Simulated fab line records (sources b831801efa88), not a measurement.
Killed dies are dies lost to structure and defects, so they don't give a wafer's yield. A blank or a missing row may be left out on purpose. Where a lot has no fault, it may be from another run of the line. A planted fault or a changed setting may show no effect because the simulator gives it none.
Which tool is to blame? :: flow sfq-line :: 14 lots with 42 wafers sampled at 4 steps, on a route of 325 steps

== WHAT EACH GAUGE READ, for each wafer ==
The record holds no reading of a measuring or inspecting step that can be judged against a usual standard deviation.

== TOOL THAT RAN EACH LOT (tool first, then ch and the chambers of the sampled wafers, then the start) ==
lot: L379
SFQ_TRILAYER_I0_VIA_STRIP_STRIP_035: rie-metal-03 ch 0,1, day 10 06:07
SFQ_TRILAYER_I2_VIA_LITHO_PEB_070: litho-track-04 ch 0, day 30 10:30
SFQ_TRILAYER_I6_VIA_STRIP_STRIP_173: rie-metal-01 ch 0,1, day 78 00:41
SFQ_TRILAYER_M7_STRIP_STRIP_181: rie-metal-03 ch 0,1, day 78 16:53

lot: L380
SFQ_TRILAYER_I0_VIA_STRIP_STRIP_035: rie-metal-02 ch 1, day 10 12:07
SFQ_TRILAYER_I2_VIA_LITHO_PEB_070: litho-track-01 ch 0, day 31 02:06
SFQ_TRILAYER_I6_VIA_STRIP_STRIP_173: rie-metal-03 ch 0,1, day 78 12:41
SFQ_TRILAYER_M7_STRIP_STRIP_181: rie-metal-04 ch 0,1, day 78 22:53

lot: L381
SFQ_TRILAYER_I0_VIA_STRIP_STRIP_035: rie-metal-03 ch 0,1, day 10 18:19
SFQ_TRILAYER_I2_VIA_LITHO_PEB_070: litho-track-01 ch 0, day 31 10:33
SFQ_TRILAYER_I6_VIA_STRIP_STRIP_173: rie-metal-03 ch 0,1, day 78 15:17
SFQ_TRILAYER_M7_STRIP_STRIP_181: rie-metal-02 ch 0,1, day 79 00:17

lot: L383
SFQ_TRILAYER_I0_VIA_STRIP_STRIP_035: rie-metal-02 ch 0,1, day 11 07:19
SFQ_TRILAYER_I2_VIA_LITHO_PEB_070: litho-track-04 ch 0, day 32 08:21
SFQ_TRILAYER_I6_VIA_STRIP_STRIP_173: rie-metal-03 ch 0,1, day 79 22:17
SFQ_TRILAYER_M7_STRIP_STRIP_181: rie-metal-03 ch 0,1, day 80 08:02

lot: L384
SFQ_TRILAYER_I0_VIA_STRIP_STRIP_035: rie-metal-03 ch 0,1, day 11 09:43
SFQ_TRILAYER_I2_VIA_LITHO_PEB_070: litho-track-04 ch 0, day 32 11:57
SFQ_TRILAYER_I6_VIA_STRIP_STRIP_173: rie-metal-01 ch 0,1, day 80 00:54
SFQ_TRILAYER_M7_STRIP_STRIP_181: rie-metal-02 ch 0,1, day 80 09:14

lot: L385
SFQ_TRILAYER_I0_VIA_STRIP_STRIP_035: rie-metal-02 ch 1, day 11 12:10
SFQ_TRILAYER_I2_VIA_LITHO_PEB_070: litho-track-04 ch 0, day 33 01:11
SFQ_TRILAYER_I6_VIA_STRIP_STRIP_173: rie-metal-03 ch 0,1, day 80 04:17
SFQ_TRILAYER_M7_STRIP_STRIP_181: rie-metal-03 ch 0,1, day 80 10:26

lot: L386
SFQ_TRILAYER_I0_VIA_STRIP_STRIP_035: rie-metal-02 ch 0,1, day 11 21:43
SFQ_TRILAYER_I2_VIA_LITHO_PEB_070: litho-track-03 ch 0, day 33 12:06
SFQ_TRILAYER_I6_VIA_STRIP_STRIP_173: rie-metal-01 ch 0,1, day 80 06:41
SFQ_TRILAYER_M7_STRIP_STRIP_181: rie-metal-03 ch 0,1, day 80 11:38

lot: L387
SFQ_TRILAYER_I0_VIA_STRIP_STRIP_035: rie-metal-03 ch 0,1, day 12 09:43
SFQ_TRILAYER_I2_VIA_LITHO_PEB_070: litho-track-03 ch 0, day 33 14:35
SFQ_TRILAYER_I6_VIA_STRIP_STRIP_173: rie-metal-01 ch 0,1, day 80 07:53
SFQ_TRILAYER_M7_STRIP_STRIP_181: rie-metal-02 ch 0,1, day 80 12:53

lot: L388
SFQ_TRILAYER_I0_VIA_STRIP_STRIP_035: rie-metal-03 ch 0,1, day 12 14:31
SFQ_TRILAYER_I2_VIA_LITHO_PEB_070: litho-track-03 ch 0, day 33 22:53
SFQ_TRILAYER_I6_VIA_STRIP_STRIP_173: rie-metal-01 ch 0,1, day 80 10:17
SFQ_TRILAYER_M7_STRIP_STRIP_181: rie-metal-03 ch 0,1, day 80 14:02

lot: L392
SFQ_TRILAYER_I0_VIA_STRIP_STRIP_035: rie-metal-02 ch 0,1, day 14 01:54
SFQ_TRILAYER_I2_VIA_LITHO_PEB_070: litho-track-03 ch 0, day 34 21:51
SFQ_TRILAYER_I6_VIA_STRIP_STRIP_173: rie-metal-01 ch 1, day 81 18:01
SFQ_TRILAYER_M7_STRIP_STRIP_181: rie-metal-02 ch 0,1, day 86 01:57

lot: L399
SFQ_TRILAYER_I0_VIA_STRIP_STRIP_035: rie-metal-03 ch 0,1, day 16 11:12
SFQ_TRILAYER_I2_VIA_LITHO_PEB_070: litho-track-04 ch 0, day 37 02:25
SFQ_TRILAYER_I6_VIA_STRIP_STRIP_173: rie-metal-04 ch 0,1, day 83 15:28
SFQ_TRILAYER_M7_STRIP_STRIP_181: rie-metal-03 ch 0,1, day 87 12:59

lot: L400
SFQ_TRILAYER_I0_VIA_STRIP_STRIP_035: rie-metal-02 ch 0,1, day 16 19:36
SFQ_TRILAYER_I2_VIA_LITHO_PEB_070: litho-track-04 ch 0, day 37 14:25
SFQ_TRILAYER_I6_VIA_STRIP_STRIP_173: rie-metal-03 ch 0, day 84 05:52
SFQ_TRILAYER_M7_STRIP_STRIP_181: rie-metal-04 ch 0,1, day 88 00:59

lot: L401
SFQ_TRILAYER_I0_VIA_STRIP_STRIP_035: rie-metal-03 ch 0,1, day 17 02:54
SFQ_TRILAYER_I2_VIA_LITHO_PEB_070: litho-track-04 ch 0, day 37 21:35
SFQ_TRILAYER_I6_VIA_STRIP_STRIP_173: rie-metal-04 ch 0,1, day 84 09:28
SFQ_TRILAYER_M7_STRIP_STRIP_181: rie-metal-02 ch 0,1, day 88 03:23

lot: L402
SFQ_TRILAYER_I0_VIA_STRIP_STRIP_035: rie-metal-02 ch 0,1, day 17 10:06
SFQ_TRILAYER_I2_VIA_LITHO_PEB_070: litho-track-03 ch 0, day 38 09:32
SFQ_TRILAYER_I6_VIA_STRIP_STRIP_173: rie-metal-04 ch 0,1, day 84 15:35
SFQ_TRILAYER_M7_STRIP_STRIP_181: rie-metal-02 ch 0,1, day 88 05:47
- SFQ_TRILAYER_I0_VIA_STRIP_STRIP_035: strips in O2.
- SFQ_TRILAYER_I2_VIA_LITHO_PEB_070: peb time 60 s.
- SFQ_TRILAYER_I6_VIA_STRIP_STRIP_173: strips in O2.
- SFQ_TRILAYER_M7_STRIP_STRIP_181: strips in O2.

== AS READ BY THE TOOLS THEMSELVES (means over the sampled wafers that have a number; for cases with no such wafer, the mark the record gives instead) ==
SFQ_TRILAYER_I0_VIA_STRIP_STRIP_035. Usual: drypump-motor-current-A 5.3 A, standard deviation 0.44; oes-product-au 1.002 a.u., standard deviation 0.009.
lot: L379
tool: rie-metal-03
drypump-motor-current-A (A): 5.4
oes-product-au (a.u.): 0.993
flag: 

lot: L380
tool: rie-metal-02
drypump-motor-current-A (A): 4.8
oes-product-au (a.u.): 1.006
flag: 

lot: L381
tool: rie-metal-03
drypump-motor-current-A (A): 5.4
oes-product-au (a.u.): 0.990
flag: 

lot: L383
tool: rie-metal-02
drypump-motor-current-A (A): 5.5
oes-product-au (a.u.): 1.005
flag: 

lot: L384
tool: rie-metal-03
drypump-motor-current-A (A): 5.1
oes-product-au (a.u.): 0.992
flag: 

lot: L385
tool: rie-metal-02
drypump-motor-current-A (A): 4.8
oes-product-au (a.u.): 0.997
flag: 

lot: L386
tool: rie-metal-02
drypump-motor-current-A (A): 5.5
oes-product-au (a.u.): 1.003
flag: 

lot: L387
tool: rie-metal-03
drypump-motor-current-A (A): 5.4
oes-product-au (a.u.): 0.996
flag: 

lot: L388
tool: rie-metal-03
drypump-motor-current-A (A): 5.1
oes-product-au (a.u.): 0.992
flag: 

lot: L392
tool: rie-metal-02
drypump-motor-current-A (A): 5.5
oes-product-au (a.u.): 1.007
flag: 

lot: L399
tool: rie-metal-03
drypump-motor-current-A (A): 5.2
oes-product-au (a.u.): 0.993
flag: 

lot: L400
tool: rie-metal-02
drypump-motor-current-A (A): 5.1
oes-product-au (a.u.): 0.998
flag: 

lot: L401
tool: rie-metal-03
drypump-motor-current-A (A): 5.4
oes-product-au (a.u.): 0.999
flag: 

lot: L402
tool: rie-metal-02
drypump-motor-current-A (A): 5.5
oes-product-au (a.u.): 1.009
flag: 

SFQ_TRILAYER_I2_VIA_LITHO_PEB_070. Usual: chill-plate-temp-C 22.98 C, standard deviation 0.12; heater-power-total-W 79.14 W, standard deviation 0.073; plate-temp-C 114.99 C, standard deviation 0.13.
lot: L379
tool: litho-track-04
chill-plate-temp-C (C): 22.85
heater-power-total-W (W): 79.17
plate-temp-C (C): 115.14
flag: 

lot: L380
tool: litho-track-01
chill-plate-temp-C (C): 22.83
heater-power-total-W (W): 79.17
plate-temp-C (C): 115.02
flag: 

lot: L381
tool: litho-track-01
chill-plate-temp-C (C): 23.04
heater-power-total-W (W): 79.16
plate-temp-C (C): 114.95
flag: 

lot: L383
tool: litho-track-04
chill-plate-temp-C (C): 22.82
heater-power-total-W (W): 79.18
plate-temp-C (C): 115.03
flag: 

lot: L384
tool: litho-track-04
chill-plate-temp-C (C): 22.97
heater-power-total-W (W): 79.10
plate-temp-C (C): 115.04
flag: 

lot: L385
tool: litho-track-04
chill-plate-temp-C (C): 23.06
heater-power-total-W (W): 79.13
plate-temp-C (C): 115.00
flag: 

lot: L386
tool: litho-track-03
chill-plate-temp-C (C): 23.20
heater-power-total-W (W): 79.14
plate-temp-C (C): 114.95
flag: 

lot: L387
tool: litho-track-03
chill-plate-temp-C (C): 23.05
heater-power-total-W (W): 79.14
plate-temp-C (C): 114.86
flag: 

lot: L388
tool: litho-track-03
chill-plate-temp-C (C): 23.11
heater-power-total-W (W): 75.15
plate-temp-C (C): 110.61
flag: OFF

lot: L392
tool: litho-track-03
chill-plate-temp-C (C): 23.00
heater-power-total-W (W): 75.16
plate-temp-C (C): 110.77
flag: OFF

lot: L399
tool: litho-track-04
chill-plate-temp-C (C): 22.99
heater-power-total-W (W): 79.17
plate-temp-C (C): 114.93
flag: 

lot: L400
tool: litho-track-04
chill-plate-temp-C (C): 23.13
heater-power-total-W (W): 79.19
plate-temp-C (C): 114.92
flag: 

lot: L401
tool: litho-track-04
chill-plate-temp-C (C): 22.76
heater-power-total-W (W): 79.15
plate-temp-C (C): 114.79
flag: 

lot: L402
tool: litho-track-03
chill-plate-temp-C (C): 23.04
heater-power-total-W (W): 79.10
plate-temp-C (C): 114.85
flag: 

SFQ_TRILAYER_I6_VIA_STRIP_STRIP_173. Usual: drypump-motor-current-A 5.3 A, standard deviation 0.42; oes-product-au 1.000 a.u., standard deviation 0.0079.
lot: L379
tool: rie-metal-01
drypump-motor-current-A (A): 5.3
oes-product-au (a.u.): 0.997
flag: 

lot: L380
tool: rie-metal-03
drypump-motor-current-A (A): 5.1
oes-product-au (a.u.): 1.000
flag: 

lot: L381
tool: rie-metal-03
drypump-motor-current-A (A): 5.4
oes-product-au (a.u.): 0.998
flag: 

lot: L383
tool: rie-metal-03
drypump-motor-current-A (A): 5.2
oes-product-au (a.u.): 0.995
flag: 

lot: L384
tool: rie-metal-01
drypump-motor-current-A (A): 5.3
oes-product-au (a.u.): 1.006
flag: 

lot: L385
tool: rie-metal-03
drypump-motor-current-A (A): 5.1
oes-product-au (a.u.): 1.007
flag: 

lot: L386
tool: rie-metal-01
drypump-motor-current-A (A): 5.5
oes-product-au (a.u.): 0.990
flag: 

lot: L387
tool: rie-metal-01
drypump-motor-current-A (A): 5.3
oes-product-au (a.u.): 1.013
flag: 

lot: L388
tool: rie-metal-01
drypump-motor-current-A (A): 5.3
oes-product-au (a.u.): 0.999
flag: 

lot: L392
tool: rie-metal-01
drypump-motor-current-A (A): 5.0
oes-product-au (a.u.): 0.996
flag: 

lot: L399
tool: rie-metal-04
drypump-motor-current-A (A): 5.4
oes-product-au (a.u.): 1.003
flag: 

lot: L400
tool: rie-metal-03
drypump-motor-current-A (A): 5.7
oes-product-au (a.u.): 0.998
flag: 

lot: L401
tool: rie-metal-04
drypump-motor-current-A (A): 5.8
oes-product-au (a.u.): 0.999
flag: 

lot: L402
tool: rie-metal-04
drypump-motor-current-A (A): 5.4
oes-product-au (a.u.): 0.990
flag: 

SFQ_TRILAYER_M7_STRIP_STRIP_181. Usual: drypump-motor-current-A 5.4 A, standard deviation 0.49; oes-product-au 0.997 a.u., standard deviation 0.011.
lot: L379
tool: rie-metal-03
drypump-motor-current-A (A): 5.4
oes-product-au (a.u.): 0.996
flag: 

lot: L380
tool: rie-metal-04
drypump-motor-current-A (A): 5.4
oes-product-au (a.u.): 0.992
flag: 

lot: L381
tool: rie-metal-02
drypump-motor-current-A (A): 5.1
oes-product-au (a.u.): 1.000
flag: 

lot: L383
tool: rie-metal-03
drypump-motor-current-A (A): 5.1
oes-product-au (a.u.): 1.000
flag: 

lot: L384
tool: rie-metal-02
drypump-motor-current-A (A): 5.5
oes-product-au (a.u.): 1.005
flag: 

lot: L385
tool: rie-metal-03
drypump-motor-current-A (A): 5.2
oes-product-au (a.u.): 1.004
flag: 

lot: L386
tool: rie-metal-03
drypump-motor-current-A (A): 5.4
oes-product-au (a.u.): 1.002
flag: 

lot: L387
tool: rie-metal-02
drypump-motor-current-A (A): 5.5
oes-product-au (a.u.): 1.003
flag: 

lot: L388
tool: rie-metal-03
drypump-motor-current-A (A): 5.1
oes-product-au (a.u.): 0.997
flag: 

lot: L392
tool: rie-metal-02
drypump-motor-current-A (A): 5.2
oes-product-au (a.u.): 0.991
flag: 

lot: L399
tool: rie-metal-03
drypump-motor-current-A (A): 5.4
oes-product-au (a.u.): 0.987
flag: 

lot: L400
tool: rie-metal-04
drypump-motor-current-A (A): 5.4
oes-product-au (a.u.): 1.004
flag: 

lot: L401
tool: rie-metal-02
drypump-motor-current-A (A): 5.5
oes-product-au (a.u.): 0.997
flag: 

lot: L402
tool: rie-metal-02
drypump-motor-current-A (A): 5.5
oes-product-au (a.u.): 1.002
flag: 

== THE ANSWER, worked out from the rows above alone ==
Rule: lot off if the mean of its wafers having a number is beyond 3 standard deviations from the usual mean. A lot without any number at a reading at which 4 lots or more have one is off too. Where the step has rows for the other lots, those lots are counted as sound. First the gauges in route order, then the tools' own readings, where a lot's mean is used as printed above. At the first step where some lot is off, the reading lying furthest off is the one used; lots without a number count as furthest.
Off, at SFQ_TRILAYER_I2_VIA_LITHO_PEB_070 on heater-power-total-W: L388, L392.
If a tool, at that step or one of the process steps before it, ran each lot that is off and ran no sound lot following the first of them, it fits. No candidate that was tried fits.

== WHAT THE SIMULATOR PUT IN ==
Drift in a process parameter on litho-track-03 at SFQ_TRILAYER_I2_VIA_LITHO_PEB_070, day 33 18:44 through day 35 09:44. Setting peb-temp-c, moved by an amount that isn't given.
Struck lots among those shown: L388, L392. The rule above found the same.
